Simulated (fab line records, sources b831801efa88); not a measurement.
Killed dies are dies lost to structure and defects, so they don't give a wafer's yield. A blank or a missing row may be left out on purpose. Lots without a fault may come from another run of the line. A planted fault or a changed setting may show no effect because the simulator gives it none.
Which tool did it? | flow sky130 | 9 lots, 27 wafers sampled, at 5 steps of a route of 708

WHAT THE GAUGES READ, wafer by wafer
SKY_VIA4_THK_MEAS_20: measures by xrf. Usual: VIA4_W_THK 517 nm, standard deviation 10.
lot  | measured     | on            | VIA4_W_THK (nm) | flag
L610 | day 42 22:59 | film_metro-01 | 520 515 523     |
L612 | day 43 16:18 | film_metro-01 | 536 525 524     |
L615 | day 44 16:02 | film_metro-02 | 530 523 517     |
L621 | day 46 06:35 | film_metro-02 | 515 514 503     |
L622 | day 46 19:02 | film_metro-04 | 506 506 515     |
L623 | day 46 23:28 | film_metro-02 | 529 507 526     |
L626 | day 47 11:17 | film_metro-04 | 513 527 519     |
L628 | day 47 20:56 | film_metro-04 | 531 539 528     |
L630 | day 48 09:58 | film_metro-02 | 497 506 499     |

SKY_METAL5_RS_MEAS_05: measures by four-point-probe. Usual: METAL5_ALCU_RS 0.0270 ohm/sq, standard deviation 0.00031.
lot  | measured     | on            | METAL5_ALCU_RS (ohm/sq) | flag
L610 | day 42 23:40 | film_metro-03 | 0.0272 0.0272 0.0271    |
L612 | day 43 16:51 | film_metro-01 | 0.0273 0.0270 0.0271    |
L615 | day 44 16:34 | film_metro-01 | 0.0270 0.0270 0.0270    |
L621 | day 46 07:08 | film_metro-03 | 0.0251 0.0252 0.0253    | OFF
L622 | day 46 19:34 | film_metro-01 | 0.0257 0.0255 0.0256    | OFF
L623 | day 46 23:59 | film_metro-02 | 0.0273 0.0273 0.0275    |
L626 | day 47 12:23 | film_metro-01 | 0.0269 0.0270 0.0270    |
L628 | day 47 22:21 | film_metro-03 | 0.0268 0.0266 0.0269    |
L630 | day 48 10:31 | film_metro-02 | 0.0275 0.0274 0.0274    |

SKY_METAL5_THK_MEAS_06: measures by xrf. Usual: METAL5_ALCU_THK 1139 nm, standard deviation 13.
lot  | measured     | on            | METAL5_ALCU_THK (nm) | flag
L610 | day 42 23:46 | film_metro-03 | 1130 1129 1138       |
L612 | day 43 16:58 | film_metro-01 | 1130 1147 1143       |
L615 | day 44 16:41 | film_metro-01 | 1138 1142 1141       |
L621 | day 46 07:14 | film_metro-03 | 1221 1222 1208       | OFF
L622 | day 46 19:41 | film_metro-01 | 1200 1200 1192       | OFF
L623 | day 47 00:07 | film_metro-02 | 1132 1135 1124       |
L626 | day 47 12:30 | film_metro-01 | 1146 1144 1133       |
L628 | day 47 22:28 | film_metro-03 | 1144 1152 1142       |
L630 | day 48 10:37 | film_metro-02 | 1124 1121 1132       |

WHICH TOOL RAN EACH LOT (tool, then ch and the chambers of the sampled wafers, then the start)
lot  | SKY_CAP2M_METAL_ETCH_13           | SKY_METAL5_SPUTTER_02
L610 | rie_metal-02 ch 0,1, day 40 20:51 | pvd_sputter-04, day 42 23:31
L612 | rie_metal-01 ch 0,1, day 41 15:08 | pvd_sputter-04, day 43 16:44
L615 | rie_metal-01 ch 0,1, day 42 15:22 | pvd_sputter-02, day 44 16:27
L621 | rie_metal-01 ch 0,1, day 44 08:55 | pvd_sputter-04, day 46 06:59
L622 | rie_metal-01 ch 0,1, day 44 20:55 | pvd_sputter-04, day 46 19:26
L623 | rie_metal-01 ch 0,1, day 45 02:02 | pvd_sputter-03, day 46 23:52
L626 | rie_metal-02 ch 0,1, day 45 15:22 | pvd_sputter-02, day 47 12:16
L628 | rie_metal-02 ch 0,1, day 46 01:55 | pvd_sputter-02, day 47 22:13
L630 | rie_metal-01 ch 0,1, day 46 14:45 | pvd_sputter-02, day 48 10:22
- SKY_CAP2M_METAL_ETCH_13: etches TiN in Cl2/BCl3, stops on SiO2, target depth 220 nm, time 62.9 s.
- SKY_METAL5_SPUTTER_02: material AlCu, target thk 1150 nm, time 61.2 s.

WHAT THE TOOLS THEMSELVES READ (means of the sampled wafers that have a number; where no wafer has one, the mark that the record gives instead)
SKY_CAP2M_METAL_ETCH_13. Usual: drypump_motor_current_A 5.62 A, standard deviation 0.27; he_backside_leak_sccm 3.29 sccm, standard deviation 0.18; oes_product_au 0.940 a.u., standard deviation 0.007; throttle_valve_pct 21.903 %, standard deviation 0.01.
lot  | tool         | drypump_motor_current_A (A) | he_backside_leak_sccm (sccm) | oes_product_au (a.u.) | throttle_valve_pct (%) | flag
L610 | rie_metal-02 | 5.39                        | 3.34                         | 0.934                 | 21.904                 |
L612 | rie_metal-01 | 5.77                        | 3.11                         | 0.939                 | 21.900                 |
L615 | rie_metal-01 | 5.66                        | 3.20                         | 0.941                 | 21.903                 |
L621 | rie_metal-01 | 5.67                        | 3.17                         | 0.937                 | 21.901                 |
L622 | rie_metal-01 | 5.66                        | 3.51                         | 0.940                 | 21.907                 |
L623 | rie_metal-01 | 5.66                        | 3.41                         | 0.937                 | 21.906                 |
L626 | rie_metal-02 | 5.59                        | 3.26                         | 0.948                 | 21.903                 |
L628 | rie_metal-02 | 5.58                        | 3.42                         | 0.937                 | 21.912                 |
L630 | rie_metal-01 | 5.66                        | 3.26                         | 0.933                 | 21.915                 |

SKY_METAL5_SPUTTER_02. Usual: chamber_pressure_pa 0.4001 Pa, standard deviation 0.00075; throttle_valve_pct 29.9 %, standard deviation 1.1.
lot  | tool           | chamber_pressure_pa (Pa) | throttle_valve_pct (%) | flag
L610 | pvd_sputter-04 | 0.3997                   | 30.1                   |
L612 | pvd_sputter-04 | 0.3997                   | 30.0                   |
L615 | pvd_sputter-02 | 0.3993                   | 29.8                   |
L621 | pvd_sputter-04 | 0.4001                   | 30.1                   |
L622 | pvd_sputter-04 | 0.3997                   | 30.7                   |
L623 | pvd_sputter-03 | 0.4000                   | 29.6                   |
L626 | pvd_sputter-02 | 0.3990                   | 29.2                   |
L628 | pvd_sputter-02 | 0.4005                   | 28.8                   |
L630 | pvd_sputter-02 | 0.3998                   | 29.7                   |

THE ANSWER, worked out from the rows above alone
Rule: a lot is off if the mean of its wafers that have a number lies more than 3 standard deviations from the usual mean. A lot without any number at a reading at which 4 lots or more have one is off too. The other lots that the step has rows for count as sound. The gauges are gone through in route order, then the tools' own readings, and for those a lot's mean is taken as printed above. The first step at which some lot is off is used, and at that step the reading that is off furthest; a lot without a number counts as furthest.
Off: L621, L622, at SKY_METAL5_RS_MEAS_05 (METAL5_ALCU_RS).
A tool fits if, at a process step before that reading, it ran every lot that is off, and no sound lot after the first of them. The gauges at SKY_METAL5_RS_MEAS_05 are tried like those tools. One fits: pvd_sputter-04 at SKY_METAL5_SPUTTER_02. Its last sound lot is L612 (day 43 16:44), its first lot that is off L621 (day 46 06:59): a fault that began between those two fits.

WHAT THE SIMULATOR HAD PUT IN
Process parameter drift: pvd_sputter-04, from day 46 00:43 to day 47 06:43, at SKY_METAL5_SPUTTER_02. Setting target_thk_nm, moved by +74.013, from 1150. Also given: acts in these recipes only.
Lots struck among those shown: L621, L622. The rule above found the same.
